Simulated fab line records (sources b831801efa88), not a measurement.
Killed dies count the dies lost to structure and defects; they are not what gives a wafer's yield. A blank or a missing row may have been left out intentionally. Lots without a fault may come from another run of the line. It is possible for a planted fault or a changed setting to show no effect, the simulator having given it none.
Which tool is to blame? -- flow sky130 -- 24 lots, 72 wafers sampled, at 6 steps of a route of 708

== WHAT THE GAUGES SHOWED, per wafer ==
SKY_SD_N_TW_MEAS_12. Usual: SD_N_TW gives 3975 (standard deviation 24).
lot,measured,on,SD_N_TW,flag
L074,day 27 23:32,film-metro-01,4009 3981 3999,
L075,day 28 13:01,film-metro-01,3975 3999 3986,
L076,day 28 11:08,film-metro-01,4018 4004 4007,
L077,day 28 22:07,film-metro-01,3984 4005 4013,
L078,day 29 10:44,film-metro-02,3964 3999 3979,
L079,day 29 10:52,film-metro-01,3988 3982 4007,
L080,day 29 23:15,film-metro-01,4000 3967 3991,
L081,day 31 01:17,film-metro-02,3995 3995 3976,
L082,day 31 03:37,film-metro-02,3969 3955 3982,
L083,day 31 13:35,film-metro-01,3950 3937 3983,
L085,day 32 06:02,film-metro-04,3948 3946 3958,
L084,day 32 04:07,film-metro-04,3924 3917 3927,
L086,day 32 15:07,film-metro-04,3939 3939 3949,
L087,day 33 04:01,film-metro-04,3946 3945 3971,
L088,day 33 03:32,film-metro-04,3949 3955 3968,
L089,day 33 11:25,film-metro-01,3971 3980 3962,
L090,day 34 05:06,film-metro-04,3955 3935 3954,
L091,day 34 04:07,film-metro-02,4017 3997 3992,
L092,day 34 16:10,film-metro-02,3978 3987 3983,
L093,day 34 11:57,film-metro-04,3954 3960 3931,
L094,day 34 16:11,film-metro-04,3939 3975 3973,
L095,day 34 23:00,film-metro-04,3976 3960 3962,
L096,day 35 09:25,film-metro-02,4008 4005 4011,
L097,day 35 10:15,film-metro-02,3992 4023 4013,

SKY_LOCAL_INTERCONNECT_CD_MEAS_11: the cd target is 170 nm. Usual: cd-nm reads 170.5 nm (standard deviation 1.6).
lot,measured,on,cd-nm (nm),flag
L074,day 30 10:00,cd-sem-02,171.3 170.5 170.2,
L075,day 30 23:09,cd-sem-01,172.1 169.6 170.6,
L076,day 30 22:02,cd-sem-02,172.4 170.0 171.3,
L077,day 31 09:06,cd-sem-02,173.1 174.4 173.3,
L078,day 31 20:46,cd-sem-01,172.0 170.9 171.3,
L079,day 31 21:50,cd-sem-02,170.0 171.0 169.7,
L080,day 32 08:32,cd-sem-02,170.5 170.8 170.4,
L081,day 33 10:34,cd-sem-01,172.6 173.4 172.0,
L082,day 33 11:59,cd-sem-01,171.9 171.1 172.8,
L083,day 33 21:49,cd-sem-01,171.6 171.6 172.2,
L085,day 34 14:40,cd-sem-02,169.6 168.6 170.1,
L084,day 34 11:57,cd-sem-02,170.1 169.8 171.9,
L086,day 34 22:03,cd-sem-01,171.9 169.7 171.2,
L087,day 35 11:21,cd-sem-01,169.0 170.5 169.3,
L088,day 35 10:43,cd-sem-01,171.8 172.3 171.8,
L089,day 35 18:44,cd-sem-01,170.1 169.3 170.7,
L090,day 36 11:40,cd-sem-02,170.9 170.4 171.9,
L091,day 36 10:41,cd-sem-01,167.9 168.4 169.6,
L092,day 36 23:07,cd-sem-02,170.3 169.7 167.9,
L093,day 36 17:05,cd-sem-01,168.0 168.9 170.9,
L094,day 36 23:26,cd-sem-01,169.2 169.8 168.1,
L095,day 37 05:28,cd-sem-02,168.5 167.2 169.1,
L096,day 37 16:00,cd-sem-01,169.2 168.0 170.0,
L097,day 37 16:38,cd-sem-02,167.9 167.8 166.7,

SKY_CONTACT_BOW_MEAS_05. Usual: CONTACT_BOW gives 82 um (standard deviation 7).
lot,measured,on,CONTACT_BOW (um),flag
L074,day 30 11:23,film-metro-01,88 79 85,
L075,day 31 00:33,film-metro-01,82 87 95,
L076,day 30 23:28,film-metro-04,88 90 83,
L077,day 31 10:29,film-metro-01,100 92 84,
L078,day 31 22:11,film-metro-04,83 78 84,
L079,day 31 23:13,film-metro-03,86 97 89,
L080,day 32 09:55,film-metro-03,87 83 92,
L081,day 33 11:56,film-metro-03,65 70 79,
L082,day 33 13:23,film-metro-04,78 88 83,
L083,day 33 23:12,film-metro-03,82 78 82,
L085,day 34 16:07,film-metro-01,71 72 83,
L084,day 34 13:27,film-metro-01,68 78 76,
L086,day 34 23:26,film-metro-01,76 78 84,
L087,day 35 12:46,film-metro-01,84 75 81,
L088,day 35 12:07,film-metro-04,83 78 78,
L089,day 35 20:16,film-metro-01,82 78 77,
L090,day 36 13:05,film-metro-04,78 85 67,
L091,day 36 12:07,film-metro-04,82 91 97,
L092,day 37 00:46,film-metro-01,78 74 79,
L093,day 36 18:31,film-metro-04,90 89 82,
L094,day 37 01:07,film-metro-01,80 82 76,
L095,day 37 06:54,film-metro-03,85 80 65,
L096,day 37 17:49,film-metro-03,74 81 77,
L097,day 37 18:19,film-metro-04,92 84 87,

== WHICH TOOL RAN EACH LOT (tool, then ch and the chambers of the sampled wafers, then the start) ==
lot,SKY_NWELL_RTA_28,SKY_POLY_CUT_STRIP_12,SKY_LI_CONTACT_CMP_02
L074,"rtp-anneal-01 ch 0, day 5 10:28","plasma-asher-04 ch 0, day 24 07:40","cmp-01 ch 0,1,2, day 28 00:31"
L075,"rtp-anneal-02 ch 0, day 5 14:55","plasma-asher-04 ch 0,1, day 24 22:13","cmp-01 ch 0,1,3, day 28 14:14"
L076,"rtp-anneal-01 ch 0, day 5 18:14","plasma-asher-02 ch 0,1, day 24 19:58","cmp-01 ch 0,1,2, day 28 12:08"
L077,"rtp-anneal-01 ch 0, day 6 00:27","plasma-asher-02 ch 0,1, day 25 05:31","cmp-01 ch 0,2, day 28 22:56"
L078,"rtp-anneal-01 ch 0, day 6 07:47","plasma-asher-04 ch 0,1, day 25 19:03","cmp-01 ch 0,1,2, day 29 11:40"
L079,"rtp-anneal-02 ch 0, day 6 10:20","plasma-asher-02 ch 0,1, day 25 19:24","cmp-01 ch 0,1,3, day 29 11:58"
L080,"rtp-anneal-01 ch 0, day 6 17:56","plasma-asher-02 ch 0,1, day 26 08:49","cmp-01 ch 1,3, day 30 00:08"
L081,"rtp-anneal-01 ch 0, day 6 23:50","plasma-asher-04 ch 0,1, day 27 13:09","cmp-02 ch 0,2, day 31 02:10"
L082,"rtp-anneal-02 ch 0, day 7 07:16","plasma-asher-04 ch 0,1, day 27 14:57","cmp-01 ch 1,2, day 31 04:37"
L083,"rtp-anneal-01 ch 0, day 7 18:15","plasma-asher-04 ch 0,1, day 28 01:09","cmp-02 ch 1,2,3, day 31 14:32"
L085,"rtp-anneal-01 ch 0, day 8 04:50","plasma-asher-03 ch 0,1, day 28 18:07","cmp-02 ch 1,3, day 32 06:55"
L084,"rtp-anneal-02 ch 0, day 8 05:36","plasma-asher-04 ch 0,1, day 28 16:42","cmp-01 ch 1,2,3, day 32 05:02"
L086,"rtp-anneal-02 ch 0, day 8 14:45","plasma-asher-04 ch 0,1, day 29 03:42","cmp-02 ch 0,2,3, day 32 16:02"
L087,"rtp-anneal-02 ch 0, day 8 18:48","plasma-asher-04 ch 0, day 29 17:00","cmp-02 ch 0,2,3, day 33 04:53"
L088,"rtp-anneal-01 ch 0, day 8 20:08","plasma-asher-03 ch 0,1, day 29 15:42","cmp-01 ch 0,1,3, day 33 04:34"
L089,"rtp-anneal-01 ch 0, day 9 08:00","plasma-asher-03 ch 0,1, day 30 00:55","cmp-02 ch 1,3, day 33 12:20"
L090,"rtp-anneal-02 ch 0, day 9 17:20","plasma-asher-04 ch 0, day 30 19:04","cmp-02 ch 0,3, day 34 05:55"
L091,"rtp-anneal-02 ch 0, day 9 19:56","plasma-asher-02 ch 0,1, day 30 18:15","cmp-01 ch 0,1,3, day 34 04:56"
L092,"rtp-anneal-01 ch 0, day 10 03:08","plasma-asher-04 ch 0,1, day 31 05:30","cmp-02 ch 2,3, day 34 16:58"
L093,"rtp-anneal-02 ch 0, day 10 06:27","plasma-asher-04 ch 1, day 31 02:55","cmp-01 ch 1,2,3, day 34 12:50"
L094,"rtp-anneal-01 ch 0, day 10 06:38","plasma-asher-04 ch 0,1, day 31 06:03","cmp-01 ch 0,1, day 34 17:01"
L095,"rtp-anneal-01 ch 0, day 10 15:16","plasma-asher-02 ch 0,1, day 31 14:53","cmp-01 ch 2,3, day 34 23:52"
L096,"rtp-anneal-01 ch 0, day 10 23:17","plasma-asher-02 ch 0,1, day 32 02:30","cmp-01 ch 0,1,3, day 35 10:14"
L097,"rtp-anneal-02 ch 0, day 11 02:59","plasma-asher-04 ch 0,1, day 32 02:51","cmp-02 ch 2,3, day 35 11:05"
- SKY_NWELL_RTA_28: time 30 s.
- SKY_POLY_CUT_STRIP_12: strips in O2/N2.
- SKY_LI_CONTACT_CMP_02: polishes PSG.

== AS READ BY THE TOOLS THEMSELVES (means over the sampled wafers that have a number; for cases with no such wafer, the mark the record gives instead) ==
SKY_NWELL_RTA_28. Usual: lamp-power-pct 25.31 %, standard deviation 0.048; wafer_temp_C_max 1054.8, standard deviation 1.
lot,tool,lamp-power-pct (%),wafer_temp_C_max,flag
L074,rtp-anneal-01,25.25,1055.1,
L075,rtp-anneal-02,25.27,1053.9,
L076,rtp-anneal-01,25.35,1054.6,
L077,rtp-anneal-01,25.28,1054.0,
L078,rtp-anneal-01,25.31,1054.6,
L079,rtp-anneal-02,25.33,1054.7,
L080,rtp-anneal-01,25.30,1054.6,
L081,rtp-anneal-01,25.39,1053.8,
L082,rtp-anneal-02,25.32,1055.0,
L083,rtp-anneal-01,25.30,1054.8,
L085,rtp-anneal-01,25.28,1055.2,
L084,rtp-anneal-02,25.34,1054.0,
L086,rtp-anneal-02,25.28,1054.3,
L087,rtp-anneal-02,25.33,1055.0,
L088,rtp-anneal-01,25.30,1055.4,
L089,rtp-anneal-01,25.29,1056.2,
L090,rtp-anneal-02,25.32,1055.0,
L091,rtp-anneal-02,25.31,1053.9,
L092,rtp-anneal-01,25.31,1054.8,
L093,rtp-anneal-02,25.22,1054.5,
L094,rtp-anneal-01,25.23,1055.5,
L095,rtp-anneal-01,25.35,1054.7,
L096,rtp-anneal-01,25.32,1054.1,
L097,rtp-anneal-02,25.29,1054.5,

SKY_POLY_CUT_STRIP_12. Usual: drypump-motor-current-A 5.6 A, standard deviation 0.48; oes-product-au 0.453 a.u., standard deviation 0.005; strip-time-to-endpoint-s 5.362 s, standard deviation 0.017.
lot,tool,drypump-motor-current-A (A),oes-product-au (a.u.),strip-time-to-endpoint-s (s),flag
L074,plasma-asher-04,5.9,0.450,5.357,
L075,plasma-asher-04,5.6,0.453,5.381,
L076,plasma-asher-02,5.7,0.454,5.330,
L077,plasma-asher-02,5.7,0.453,5.364,
L078,plasma-asher-04,5.6,0.456,5.373,
L079,plasma-asher-02,5.7,0.453,5.353,
L080,plasma-asher-02,5.7,0.450,5.374,
L081,plasma-asher-04,5.3,0.449,5.370,
L082,plasma-asher-04,5.3,0.457,5.375,
L083,plasma-asher-04,5.6,0.453,5.341,
L085,plasma-asher-03,5.7,0.453,5.360,
L084,plasma-asher-04,5.3,0.450,5.345,
L086,plasma-asher-04,5.3,0.453,5.346,
L087,plasma-asher-04,5.9,0.452,5.376,
L088,plasma-asher-03,5.8,0.453,5.350,
L089,plasma-asher-03,5.7,0.455,5.361,
L090,plasma-asher-04,5.9,0.450,5.369,
L091,plasma-asher-02,6.0,0.448,5.368,
L092,plasma-asher-04,5.5,0.449,5.339,
L093,plasma-asher-04,5.0,0.454,5.365,
L094,plasma-asher-04,5.3,0.457,5.379,
L095,plasma-asher-02,5.7,0.452,5.357,
L096,plasma-asher-02,6.0,0.455,5.357,
L097,plasma-asher-04,5.6,0.453,5.367,

SKY_LI_CONTACT_CMP_02. Usual: motor-current-A 12.0 A, standard deviation 1.1; retaining-ring-pressure-frac 1.001, standard deviation 0.0049; slurry-filter-dp-kPa 13.50 kPa, standard deviation 0.14; time-to-endpoint-s 32.3 s, standard deviation 2.8.
lot,tool,motor-current-A (A),retaining-ring-pressure-frac,slurry-filter-dp-kPa (kPa),time-to-endpoint-s (s),flag
L074,cmp-01,11.7,1.003,13.41,31.0,
L075,cmp-01,11.2,1.003,13.47,31.8,
L076,cmp-01,11.7,0.998,13.56,33.2,
L077,cmp-01,12.7,1.003,13.65,30.7,
L078,cmp-01,11.9,0.999,13.49,28.6,
L079,cmp-01,11.1,1.000,13.52,31.0,
L080,cmp-01,11.4,0.997,13.36,32.1,
L081,cmp-02,13.1,0.998,13.54,29.8,
L082,cmp-01,12.3,1.002,13.47,28.7,
L083,cmp-02,12.3,1.001,13.46,33.5,
L085,cmp-02,12.3,1.003,13.53,35.5,
L084,cmp-01,11.9,0.999,13.52,29.3,
L086,cmp-02,12.4,1.006,13.39,34.8,
L087,cmp-02,12.3,1.000,13.38,34.9,
L088,cmp-01,11.2,1.002,13.49,27.8,
L089,cmp-02,11.9,0.999,13.51,36.3,
L090,cmp-02,12.1,1.004,13.43,34.6,
L091,cmp-01,11.4,0.999,13.51,31.5,
L092,cmp-02,12.5,0.999,13.55,37.1,
L093,cmp-01,11.9,1.004,13.57,30.9,
L094,cmp-01,11.2,0.997,13.46,32.9,
L095,cmp-01,12.5,1.005,13.62,31.2,
L096,cmp-01,11.2,1.000,13.42,35.6,
L097,cmp-02,13.1,1.007,13.55,32.6,

== THE ANSWER, worked out from the rows above alone ==
Rule: a lot is off if the mean of its wafers that have a number lies more than 3 standard deviations from the usual mean. Also off: a lot with no number at a reading for which 4 or more lots have one. All remaining lots with rows at the step are treated as sound. First the gauges in route order, then the tools' own readings, where a lot's mean is used as printed above. At the first step where some lot is off, the reading lying furthest off is the one used; lots without a number count as furthest.
Nothing can be told from this: no lot is off at any reading shown.

== WHAT THE SIMULATOR PUT IN ==
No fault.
